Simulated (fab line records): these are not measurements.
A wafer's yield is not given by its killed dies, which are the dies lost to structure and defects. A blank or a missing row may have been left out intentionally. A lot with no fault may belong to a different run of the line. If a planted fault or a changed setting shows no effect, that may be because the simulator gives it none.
The tool behind it: which one? / flow gf180mcu / Sampling: 24 lots, 72 wafers, 5 of 602 route steps

== WHAT THE GAUGES READ, wafer by wafer ==
GF_M1_RS_MEAS_05: measures by four-point-probe. Usual: M1_ALCU_RS 0.0695 ohm/sq, standard deviation 0.00091.
lot=L074; measured=day 16 15:08; on=film metro-01; M1_ALCU_RS (ohm/sq)=0.0680 0.0685 0.0692; flag=
lot=L075; measured=day 16 20:10; on=film metro-03; M1_ALCU_RS (ohm/sq)=0.0695 0.0687 0.0696; flag=
lot=L076; measured=day 17 06:59; on=film metro-04; M1_ALCU_RS (ohm/sq)=0.0697 0.0698 0.0700; flag=
lot=L077; measured=day 17 21:10; on=film metro-04; M1_ALCU_RS (ohm/sq)=0.0691 0.0698 0.0698; flag=
lot=L078; measured=day 18 02:02; on=film metro-03; M1_ALCU_RS (ohm/sq)=0.0680 0.0681 0.0679; flag=
lot=L079; measured=day 18 05:37; on=film metro-01; M1_ALCU_RS (ohm/sq)=0.0695 0.0689 0.0690; flag=
lot=L081; measured=day 19 05:19; on=film metro-03; M1_ALCU_RS (ohm/sq)=0.0699 0.0705 0.0691; flag=
lot=L080; measured=day 19 05:41; on=film metro-01; M1_ALCU_RS (ohm/sq)=0.0704 0.0694 0.0698; flag=
lot=L082; measured=day 19 11:55; on=film metro-01; M1_ALCU_RS (ohm/sq)=0.0680 0.0695 0.0693; flag=
lot=L083; measured=day 19 17:04; on=film metro-03; M1_ALCU_RS (ohm/sq)=0.0701 0.0705 0.0698; flag=
lot=L084; measured=day 20 16:36; on=film metro-03; M1_ALCU_RS (ohm/sq)=0.0696 0.0689 0.0697; flag=
lot=L085; measured=day 20 18:44; on=film metro-04; M1_ALCU_RS (ohm/sq)=0.0693 0.0716 0.0699; flag=
lot=L086; measured=day 21 02:25; on=film metro-04; M1_ALCU_RS (ohm/sq)=0.0706 0.0697 0.0692; flag=
lot=L087; measured=day 21 12:03; on=film metro-03; M1_ALCU_RS (ohm/sq)=0.0688 0.0705 0.0712; flag=
lot=L088; measured=day 21 19:27; on=film metro-01; M1_ALCU_RS (ohm/sq)=0.0694 0.0693 0.0693; flag=
lot=L089; measured=day 22 01:24; on=film metro-04; M1_ALCU_RS (ohm/sq)=0.0718 0.0707 0.0717; flag=
lot=L090; measured=day 22 09:26; on=film metro-04; M1_ALCU_RS (ohm/sq)=0.0692 0.0684 0.0695; flag=
lot=L091; measured=day 22 18:18; on=film metro-01; M1_ALCU_RS (ohm/sq)=0.0673 0.0684 0.0680; flag=
lot=L092; measured=day 23 06:29; on=film metro-01; M1_ALCU_RS (ohm/sq)=0.0688 0.0697 0.0692; flag=
lot=L093; measured=day 23 08:55; on=film metro-03; M1_ALCU_RS (ohm/sq)=0.0703 0.0694 0.0693; flag=
lot=L094; measured=day 23 14:38; on=film metro-04; M1_ALCU_RS (ohm/sq)=0.0691 0.0701 0.0701; flag=
lot=L095; measured=day 23 22:13; on=film metro-03; M1_ALCU_RS (ohm/sq)=0.0684 0.0685 0.0700; flag=
lot=L096; measured=day 24 04:50; on=film metro-01; M1_ALCU_RS (ohm/sq)=0.0708 0.0704 0.0706; flag=
lot=L097; measured=day 24 07:24; on=film metro-01; M1_ALCU_RS (ohm/sq)=0.0699 0.0706 0.0697; flag=

GF_M3_CD_MEAS_14 targets a cd of 280 nm. Usual: cd nm at 280.0 nm, with a standard deviation of 1.1.
lot=L074; measured=day 21 22:21; on=cd sem-01; cd nm (nm)=280.2 279.5 280.0; flag=
lot=L075; measured=day 22 03:16; on=cd sem-02; cd nm (nm)=278.8 279.7 278.7; flag=
lot=L076; measured=day 22 14:16; on=cd sem-01; cd nm (nm)=280.1 281.2 281.4; flag=
lot=L077; measured=day 23 02:35; on=cd sem-01; cd nm (nm)=281.1 281.3 280.8; flag=
lot=L078; measured=day 23 09:30; on=cd sem-01; cd nm (nm)=278.9 279.6 280.1; flag=
lot=L079; measured=day 23 10:47; on=cd sem-01; cd nm (nm)=277.7 279.5 279.3; flag=
lot=L081; measured=day 24 08:59; on=cd sem-02; cd nm (nm)=277.7 278.3 279.1; flag=
lot=L080; measured=day 24 09:44; on=cd sem-01; cd nm (nm)=282.2 282.6 282.3; flag=
lot=L082; measured=day 24 15:29; on=cd sem-02; cd nm (nm)=279.6 278.7 279.7; flag=
lot=L083; measured=day 24 20:32; on=cd sem-02; cd nm (nm)=281.6 281.6 281.3; flag=
lot=L084; measured=day 26 00:20; on=cd sem-01; cd nm (nm)=279.5 278.6 279.9; flag=
lot=L085; measured=day 26 00:38; on=cd sem-02; cd nm (nm)=279.6 280.2 281.0; flag=
lot=L086; measured=day 26 03:14; on=cd sem-01; cd nm (nm)=281.4 280.2 280.0; flag=
lot=L087; measured=day 26 08:50; on=cd sem-02; cd nm (nm)=279.9 279.0 278.7; flag=
lot=L088; measured=day 26 15:59; on=cd sem-01; cd nm (nm)=279.4 280.0 279.7; flag=
lot=L089; measured=day 26 21:35; on=cd sem-02; cd nm (nm)=280.6 279.9 281.7; flag=
lot=L090; measured=day 27 03:55; on=cd sem-02; cd nm (nm)=278.5 279.8 278.5; flag=
lot=L091; measured=day 27 20:44; on=cd sem-01; cd nm (nm)=279.9 278.5 279.2; flag=
lot=L092; measured=day 28 00:28; on=cd sem-01; cd nm (nm)=279.2 279.0 278.5; flag=
lot=L093; measured=day 28 00:47; on=cd sem-02; cd nm (nm)=281.8 281.1 282.1; flag=
lot=L094; measured=day 28 06:35; on=cd sem-02; cd nm (nm)=281.2 281.5 281.0; flag=
lot=L095; measured=day 28 12:57; on=cd sem-01; cd nm (nm)=279.5 278.0 279.3; flag=
lot=L096; measured=day 28 20:10; on=cd sem-02; cd nm (nm)=281.5 282.0 281.5; flag=
lot=L097; measured=day 28 21:52; on=cd sem-01; cd nm (nm)=279.7 278.6 279.6; flag=

== WHAT TOOL EACH LOT RAN ON (gives the tool, then ch and the chambers of the sampled wafers, and finally the start) ==
lot=L074; GF_CONTACT_ETCH_16=rie diel-02 ch 2,3, day 16 13:39; GF_M1_SPUTTER_03=pvd sputter-02, day 16 15:04; GF_V1_CVD_23=cvd w-02 ch 0,1, day 18 16:19
lot=L075; GF_CONTACT_ETCH_16=rie diel-03 ch 0,2,3, day 16 18:48; GF_M1_SPUTTER_03=pvd sputter-02, day 16 20:06; GF_V1_CVD_23=cvd w-02 ch 0,1, day 18 22:40
lot=L076; GF_CONTACT_ETCH_16=rie diel-04 ch 0,1, day 17 05:36; GF_M1_SPUTTER_03=pvd sputter-02, day 17 06:55; GF_V1_CVD_23=cvd w-01 ch 0,1, day 19 09:20
lot=L077; GF_CONTACT_ETCH_16=rie diel-04 ch 1,2,3, day 17 19:48; GF_M1_SPUTTER_03=pvd sputter-02, day 17 21:06; GF_V1_CVD_23=cvd w-01 ch 0,1, day 20 00:06
lot=L078; GF_CONTACT_ETCH_16=rie diel-02 ch 0,2, day 18 00:32; GF_M1_SPUTTER_03=pvd sputter-01, day 18 01:58; GF_V1_CVD_23=cvd w-02 ch 0,1, day 20 05:10
lot=L079; GF_CONTACT_ETCH_16=rie diel-02 ch 0,1,3, day 18 04:15; GF_M1_SPUTTER_03=pvd sputter-03, day 18 05:34; GF_V1_CVD_23=cvd w-02 ch 0,1, day 20 08:39
lot=L081; GF_CONTACT_ETCH_16=rie diel-02 ch 1,3, day 19 03:56; GF_M1_SPUTTER_03=pvd sputter-01, day 19 05:15; GF_V1_CVD_23=cvd w-01 ch 0, day 21 09:04
lot=L080; GF_CONTACT_ETCH_16=rie diel-04 ch 0,1,2, day 19 04:17; GF_M1_SPUTTER_03=pvd sputter-02, day 19 05:36; GF_V1_CVD_23=cvd w-02 ch 0,1, day 21 09:12
lot=L082; GF_CONTACT_ETCH_16=rie diel-04 ch 0,1,2, day 19 10:32; GF_M1_SPUTTER_03=pvd sputter-01, day 19 11:51; GF_V1_CVD_23=cvd w-02 ch 0,1, day 21 14:48
lot=L083; GF_CONTACT_ETCH_16=rie diel-03 ch 1,2, day 19 15:35; GF_M1_SPUTTER_03=pvd sputter-03, day 19 17:00; GF_V1_CVD_23=cvd w-02 ch 1, day 21 19:50
lot=L084; GF_CONTACT_ETCH_16=rie diel-04 ch 0,2,3, day 20 15:14; GF_M1_SPUTTER_03=pvd sputter-02, day 20 16:32; GF_V1_CVD_23=cvd w-01 ch 0,1, day 22 18:43
lot=L085; GF_CONTACT_ETCH_16=rie diel-04 ch 1,2, day 20 17:20; GF_M1_SPUTTER_03=pvd sputter-01, day 20 18:39; GF_V1_CVD_23=cvd w-02 ch 0,1, day 22 21:42
lot=L086; GF_CONTACT_ETCH_16=rie diel-04 ch 0,1, day 21 01:02; GF_M1_SPUTTER_03=pvd sputter-01, day 21 02:21; GF_V1_CVD_23=cvd w-02 ch 0,1, day 23 04:08
lot=L087; GF_CONTACT_ETCH_16=rie diel-02 ch 1,2,3, day 21 10:41; GF_M1_SPUTTER_03=pvd sputter-01, day 21 11:59; GF_V1_CVD_23=cvd w-02 ch 0,1, day 23 12:50
lot=L088; GF_CONTACT_ETCH_16=rie diel-04 ch 0,1,3, day 21 17:59; GF_M1_SPUTTER_03=pvd sputter-03, day 21 19:23; GF_V1_CVD_23=cvd w-02 ch 0,1, day 23 20:52
lot=L089; GF_CONTACT_ETCH_16=rie diel-04 ch 0,1, day 21 23:59; GF_M1_SPUTTER_03=pvd sputter-03, day 22 01:20; GF_V1_CVD_23=cvd w-02 ch 0,1, day 24 02:09
lot=L090; GF_CONTACT_ETCH_16=rie diel-03 ch 0,2, day 22 07:40; GF_M1_SPUTTER_03=pvd sputter-01, day 22 09:20; GF_V1_CVD_23=cvd w-01 ch 0,1, day 24 08:29
lot=L091; GF_CONTACT_ETCH_16=rie diel-03 ch 0,2, day 22 16:45; GF_M1_SPUTTER_03=pvd sputter-01, day 22 18:12; GF_V1_CVD_23=cvd w-01 ch 0,1, day 25 02:23
lot=L092; GF_CONTACT_ETCH_16=rie diel-04 ch 0,1,2, day 23 05:05; GF_M1_SPUTTER_03=pvd sputter-02, day 23 06:23; GF_V1_CVD_23=cvd w-02 ch 0,1, day 25 04:59
lot=L093; GF_CONTACT_ETCH_16=rie diel-02 ch 1,3, day 23 07:32; GF_M1_SPUTTER_03=pvd sputter-02, day 23 08:50; GF_V1_CVD_23=cvd w-02 ch 0,1, day 25 06:27
lot=L094; GF_CONTACT_ETCH_16=rie diel-03 ch 1,3, day 23 13:05; GF_M1_SPUTTER_03=pvd sputter-01, day 23 14:34; GF_V1_CVD_23=cvd w-02 ch 0,1, day 25 12:09
lot=L095; GF_CONTACT_ETCH_16=rie diel-03 ch 1,2,3, day 23 20:49; GF_M1_SPUTTER_03=pvd sputter-03, day 23 22:05; GF_V1_CVD_23=cvd w-02 ch 0,1, day 25 19:20
lot=L096; GF_CONTACT_ETCH_16=rie diel-03 ch 2,3, day 24 03:02; GF_M1_SPUTTER_03=pvd sputter-02, day 24 04:46; GF_V1_CVD_23=cvd w-01 ch 0,1, day 26 03:35
lot=L097; GF_CONTACT_ETCH_16=rie diel-04 ch 0,1,3, day 24 06:02; GF_M1_SPUTTER_03=pvd sputter-02, day 24 07:20; GF_V1_CVD_23=cvd w-01 ch 0,1, day 26 05:53
- GF_CONTACT_ETCH_16: etches BARC in N2/H2.
- GF_M1_SPUTTER_03: material Ti, target thk 10 nm, time 6.7 s.
- GF_V1_CVD_23: deposits W, target thk 350 nm, time 105.05 s.

== AS READ BY THE TOOLS THEMSELVES (means over the sampled wafers that have a number; for cases with no such wafer, the mark the record gives instead) ==
GF_CONTACT_ETCH_16. Usual: drypump motor current A 5.6 A, standard deviation 0.5; h2 flow sccm 200.0 sccm, standard deviation 0.61; oes product au 0.855 a.u., standard deviation 0.0046; throttle valve pct 13.225 %, standard deviation 0.0085.
lot=L074; tool=rie diel-02; drypump motor current A (A)=5.1; h2 flow sccm (sccm)=200.0; oes product au (a.u.)=0.860; throttle valve pct (%)=13.223; flag=
lot=L075; tool=rie diel-03; drypump motor current A (A)=5.9; h2 flow sccm (sccm)=200.4; oes product au (a.u.)=0.854; throttle valve pct (%)=13.225; flag=
lot=L076; tool=rie diel-04; drypump motor current A (A)=6.1; h2 flow sccm (sccm)=201.1; oes product au (a.u.)=0.851; throttle valve pct (%)=13.225; flag=
lot=L077; tool=rie diel-04; drypump motor current A (A)=5.4; h2 flow sccm (sccm)=200.1; oes product au (a.u.)=0.846; throttle valve pct (%)=13.220; flag=
lot=L078; tool=rie diel-02; drypump motor current A (A)=5.2; h2 flow sccm (sccm)=199.9; oes product au (a.u.)=0.860; throttle valve pct (%)=13.221; flag=
lot=L079; tool=rie diel-02; drypump motor current A (A)=5.7; h2 flow sccm (sccm)=199.5; oes product au (a.u.)=0.854; throttle valve pct (%)=13.228; flag=
lot=L081; tool=rie diel-02; drypump motor current A (A)=5.5; h2 flow sccm (sccm)=199.7; oes product au (a.u.)=0.854; throttle valve pct (%)=13.226; flag=
lot=L080; tool=rie diel-04; drypump motor current A (A)=5.7; h2 flow sccm (sccm)=199.9; oes product au (a.u.)=0.855; throttle valve pct (%)=13.226; flag=
lot=L082; tool=rie diel-04; drypump motor current A (A)=5.7; h2 flow sccm (sccm)=199.9; oes product au (a.u.)=0.853; throttle valve pct (%)=13.228; flag=
lot=L083; tool=rie diel-03; drypump motor current A (A)=5.4; h2 flow sccm (sccm)=200.3; oes product au (a.u.)=0.856; throttle valve pct (%)=13.223; flag=
lot=L084; tool=rie diel-04; drypump motor current A (A)=5.4; h2 flow sccm (sccm)=199.9; oes product au (a.u.)=0.852; throttle valve pct (%)=13.219; flag=
lot=L085; tool=rie diel-04; drypump motor current A (A)=5.3; h2 flow sccm (sccm)=200.1; oes product au (a.u.)=0.851; throttle valve pct (%)=13.225; flag=
lot=L086; tool=rie diel-04; drypump motor current A (A)=6.1; h2 flow sccm (sccm)=200.1; oes product au (a.u.)=0.860; throttle valve pct (%)=13.227; flag=
lot=L087; tool=rie diel-02; drypump motor current A (A)=5.3; h2 flow sccm (sccm)=199.6; oes product au (a.u.)=0.857; throttle valve pct (%)=13.222; flag=
lot=L088; tool=rie diel-04; drypump motor current A (A)=5.8; h2 flow sccm (sccm)=200.1; oes product au (a.u.)=0.855; throttle valve pct (%)=13.224; flag=
lot=L089; tool=rie diel-04; drypump motor current A (A)=6.1; h2 flow sccm (sccm)=200.5; oes product au (a.u.)=0.857; throttle valve pct (%)=13.223; flag=
lot=L090; tool=rie diel-03; drypump motor current A (A)=5.7; h2 flow sccm (sccm)=199.8; oes product au (a.u.)=0.857; throttle valve pct (%)=13.228; flag=
lot=L091; tool=rie diel-03; drypump motor current A (A)=5.7; h2 flow sccm (sccm)=199.8; oes product au (a.u.)=0.855; throttle valve pct (%)=13.228; flag=
lot=L092; tool=rie diel-04; drypump motor current A (A)=5.7; h2 flow sccm (sccm)=200.0; oes product au (a.u.)=0.855; throttle valve pct (%)=13.233; flag=
lot=L093; tool=rie diel-02; drypump motor current A (A)=5.5; h2 flow sccm (sccm)=199.3; oes product au (a.u.)=0.856; throttle valve pct (%)=13.231; flag=
lot=L094; tool=rie diel-03; drypump motor current A (A)=6.3; h2 flow sccm (sccm)=199.8; oes product au (a.u.)=0.856; throttle valve pct (%)=13.226; flag=
lot=L095; tool=rie diel-03; drypump motor current A (A)=5.8; h2 flow sccm (sccm)=200.0; oes product au (a.u.)=0.856; throttle valve pct (%)=13.220; flag=
lot=L096; tool=rie diel-03; drypump motor current A (A)=6.1; h2 flow sccm (sccm)=200.1; oes product au (a.u.)=0.851; throttle valve pct (%)=13.231; flag=
lot=L097; tool=rie diel-04; drypump motor current A (A)=5.8; h2 flow sccm (sccm)=199.8; oes product au (a.u.)=0.854; throttle valve pct (%)=13.225; flag=

GF_M1_SPUTTER_03. Usual: throttle valve pct at 29.9 %, with a standard deviation of 0.86.
lot=L074; tool=pvd sputter-02; throttle valve pct (%)=29.3; flag=
lot=L075; tool=pvd sputter-02; throttle valve pct (%)=29.4; flag=
lot=L076; tool=pvd sputter-02; throttle valve pct (%)=29.0; flag=
lot=L077; tool=pvd sputter-02; throttle valve pct (%)=29.1; flag=
lot=L078; tool=pvd sputter-01; throttle valve pct (%)=30.1; flag=
lot=L079; tool=pvd sputter-03; throttle valve pct (%)=30.4; flag=
lot=L081; tool=pvd sputter-01; throttle valve pct (%)=30.3; flag=
lot=L080; tool=pvd sputter-02; throttle valve pct (%)=29.1; flag=
lot=L082; tool=pvd sputter-01; throttle valve pct (%)=30.3; flag=
lot=L083; tool=pvd sputter-03; throttle valve pct (%)=31.1; flag=
lot=L084; tool=pvd sputter-02; throttle valve pct (%)=29.3; flag=
lot=L085; tool=pvd sputter-01; throttle valve pct (%)=30.3; flag=
lot=L086; tool=pvd sputter-01; throttle valve pct (%)=29.9; flag=
lot=L087; tool=pvd sputter-01; throttle valve pct (%)=30.7; flag=
lot=L088; tool=pvd sputter-03; throttle valve pct (%)=30.5; flag=
lot=L089; tool=pvd sputter-03; throttle valve pct (%)=30.5; flag=
lot=L090; tool=pvd sputter-01; throttle valve pct (%)=30.3; flag=
lot=L091; tool=pvd sputter-01; throttle valve pct (%)=30.4; flag=
lot=L092; tool=pvd sputter-02; throttle valve pct (%)=28.7; flag=
lot=L093; tool=pvd sputter-02; throttle valve pct (%)=28.9; flag=
lot=L094; tool=pvd sputter-01; throttle valve pct (%)=30.2; flag=
lot=L095; tool=pvd sputter-03; throttle valve pct (%)=30.7; flag=
lot=L096; tool=pvd sputter-02; throttle valve pct (%)=29.0; flag=
lot=L097; tool=pvd sputter-02; throttle valve pct (%)=29.2; flag=

GF_V1_CVD_23. Usual: heater power outer w 544 W, standard deviation 71; heater power w 881 W, standard deviation 110.
lot=L074; tool=cvd w-02; heater power outer w (W)=524; heater power w (W)=849; flag=
lot=L075; tool=cvd w-02; heater power outer w (W)=521; heater power w (W)=868; flag=
lot=L076; tool=cvd w-01; heater power outer w (W)=581; heater power w (W)=973; flag=
lot=L077; tool=cvd w-01; heater power outer w (W)=511; heater power w (W)=849; flag=
lot=L078; tool=cvd w-02; heater power outer w (W)=561; heater power w (W)=888; flag=
lot=L079; tool=cvd w-02; heater power outer w (W)=559; heater power w (W)=893; flag=
lot=L081; tool=cvd w-01; heater power outer w (W)=448; heater power w (W)=744; flag=
lot=L080; tool=cvd w-02; heater power outer w (W)=535; heater power w (W)=846; flag=
lot=L082; tool=cvd w-02; heater power outer w (W)=561; heater power w (W)=900; flag=
lot=L083; tool=cvd w-02; heater power outer w (W)=589; heater power w (W)=931; flag=
lot=L084; tool=cvd w-01; heater power outer w (W)=588; heater power w (W)=954; flag=
lot=L085; tool=cvd w-02; heater power outer w (W)=539; heater power w (W)=855; flag=
lot=L086; tool=cvd w-02; heater power outer w (W)=544; heater power w (W)=860; flag=
lot=L087; tool=cvd w-02; heater power outer w (W)=567; heater power w (W)=903; flag=
lot=L088; tool=cvd w-02; heater power outer w (W)=567; heater power w (W)=894; flag=
lot=L089; tool=cvd w-02; heater power outer w (W)=555; heater power w (W)=895; flag=
lot=L090; tool=cvd w-01; heater power outer w (W)=509; heater power w (W)=844; flag=
lot=L091; tool=cvd w-01; heater power outer w (W)=583; heater power w (W)=962; flag=
lot=L092; tool=cvd w-02; heater power outer w (W)=572; heater power w (W)=897; flag=
lot=L093; tool=cvd w-02; heater power outer w (W)=525; heater power w (W)=855; flag=
lot=L094; tool=cvd w-02; heater power outer w (W)=569; heater power w (W)=888; flag=
lot=L095; tool=cvd w-02; heater power outer w (W)=537; heater power w (W)=869; flag=
lot=L096; tool=cvd w-01; heater power outer w (W)=586; heater power w (W)=976; flag=
lot=L097; tool=cvd w-01; heater power outer w (W)=523; heater power w (W)=845; flag=

== THE ANSWER, worked out from the rows above alone ==
Rule: take the mean of a lot's wafers that have a number; if it is more than 3 standard deviations from the usual mean, the lot is off. Also off: a lot with no number at a reading for which 4 or more lots have one. The other lots that the step has rows for count as sound. Order of review: gauges by route order, followed by the tools' own readings, for which a lot's mean as printed above is used. At the first step where some lot is off, the reading lying furthest off is the one used; lots without a number count as furthest.
None of the lots is off at any reading shown; this tells nothing.

== WHAT THE SIMULATOR HAD PUT IN ==
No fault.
